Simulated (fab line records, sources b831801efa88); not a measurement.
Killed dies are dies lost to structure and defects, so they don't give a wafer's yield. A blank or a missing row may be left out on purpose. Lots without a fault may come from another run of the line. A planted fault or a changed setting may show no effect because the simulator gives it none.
A struck lot beside a sound one | flow sky130 | 16 steps out of a route of 708
Sound: wafers L869.1, L869.3, L869.5. Struck: wafer L877.5. (L877.1, L877.4 of the same lot were not struck and are left out.) The cause comes at the end.
At each step with rows: each side's tool, then ch and its chambers, then its first start. Under that, the readings that differ: sound wafers | struck wafers | difference of the means | sigmas: that difference in standard deviations of wafers without a fault.
alike: readings whose means differ by less than 2 such deviations, and words and numbers that are the same on both sides. not compared: withheld readings, readings that some wafer has no value for, bounds like >300 that may hide the same value, and numbers for which the record gives no deviation and whose values overlap.
The two part at a step that has a row with sigmas, a row that says differs or no value, or rows on one side only. Numbers that don't overlap but have no deviation are shown without sigmas and don't part them. A reading that every wafer of one side lacks parts them only if that side has two wafers or more.

SKY_LI_CONTACT_BOW_MEAS_03:
  sound on film_metro-04, day 30 13:47; struck on film_metro-02, day 32 12:35
  alike: LI_CONTACT_BOW
then, 4 steps without rows for these wafers: SKY_LI_CONTACT_DEHYDRATE_04 (time 60 s); SKY_LI_CONTACT_HMDS_05 (prime time 60 s); SKY_LI_CONTACT_COAT_06 (resist thk 60 nm); SKY_LI_CONTACT_COAT_07 (resist thk 450 nm).
SKY_LI_CONTACT_SOFTBAKE_08: time 92.34 s.
  sound on litho_track-04 ch 0; struck on litho_track-04 ch 0
  alike: plate_sensor_t_centre_C, plate_sensor_t_edge_C, softbake_temp_c
then, 3 steps without rows for these wafers: SKY_LI_CONTACT_EXPOSE_09 (exposes mask LICM1, target cd 170 nm); SKY_LI_CONTACT_PEB_10; SKY_LI_CONTACT_DEVELOP_11 (develop time 60 s).
SKY_LI_CONTACT_CD_MEAS_12: target cd 170 nm.
  sound on cd_sem-01, day 31 17:13; struck on cd_sem-01, day 33 14:40
  alike: cd_nm
SKY_LI_CONTACT_OVL_MEAS_13:
  sound on overlay-02, day 31 17:20; struck on overlay-02, day 33 14:47
  reading             | sound  | struck | difference | sigmas
  LI_CONTACT_OVL (nm) | 15 4 7 | -11    | -20        | -4
SKY_LI_CONTACT_ETCH_14: etches BARC in N2/H2, stops on SiO2, time 45.9 s, target depth 60 nm.
  sound on rie_diel-04 ch 1,2,3, day 31 17:22; struck on rie_diel-04 ch 3, day 33 14:49
  alike: drypump_motor_current_A, oes_product_au, rf_fwd_power_W, throttle_valve_pct
  not compared: rf_hours_counter_h
SKY_LI_CONTACT_ETCH_15: etches PSG in C4F8/O2/Ar, stops on Si, target depth 600 nm.
  sound on rie_diel-04 ch 1,2,3, day 31 17:25; struck on rie_diel-04 ch 3, day 33 14:52
  reading                                           | sound             | struck | difference | sigmas
  rf_fwd_power_W (W)                                | 1498 1487 1505    | 1735   | +238       | +45
  model.KrF-thick_of_LI_CONTACT_COAT_07.thk_nm (nm) | 228.3 232.1 227.9 | 218.8  | -10.6      |
  alike: oes_product_au
SKY_LI_CONTACT_STRIP_16: strips in O2/N2.
  sound on plasma_asher-04 ch 0,1, day 31 17:30; struck on plasma_asher-01 ch 0, day 33 14:57
  reading                      | sound             | struck | difference | sigmas
  oes_product_au (a.u.)        | 0.379 0.380 0.368 | 0.366  | -0.010     | -2
  strip_time_to_endpoint_s (s) | 3.487 3.510 3.465 | 3.362  | -0.125     | -4
  alike: drypump_motor_current_A
  not compared: rf_hours_counter_h
then, 1 step without rows for these wafers: SKY_LI_CONTACT_CLEAN_17 (cleans in NMP, time 600 s).
-- the record jumps here: 15 days lie between the struck wafers' starts before and after (it left off in module LI_CONTACT and takes up again in module PAD_OPEN, whose first step shown is number 708 of the route) --
SKY_PAD_OPEN_PROBE_99:
  sound on prober-02, day 47 16:53; struck on prober-01, day 49 00:43
  reading                        | sound             | struck | difference | sigmas
  model.etest.licon_pdiff.rc_ohm | 588.5 573.8 604.8 | 541.8  | -47.2      |
  model.etest.licon_ndiff.rc_ohm | 181.5 180.8 181.7 | 176.9  | -4.4       |
  alike: killed_at_M0_to_M3, killed_at_M4_up, killed_at_contacts, killed_at_front_end, killed_at_other, killed_dies, killed_open, killed_short

WHERE THEY PART
First at SKY_LI_CONTACT_OVL_MEAS_13; last, within this record, at SKY_LI_CONTACT_STRIP_16. Later steps at which nothing parts them and some readings are alike: SKY_PAD_OPEN_PROBE_99.

WHY: what the simulator had put in
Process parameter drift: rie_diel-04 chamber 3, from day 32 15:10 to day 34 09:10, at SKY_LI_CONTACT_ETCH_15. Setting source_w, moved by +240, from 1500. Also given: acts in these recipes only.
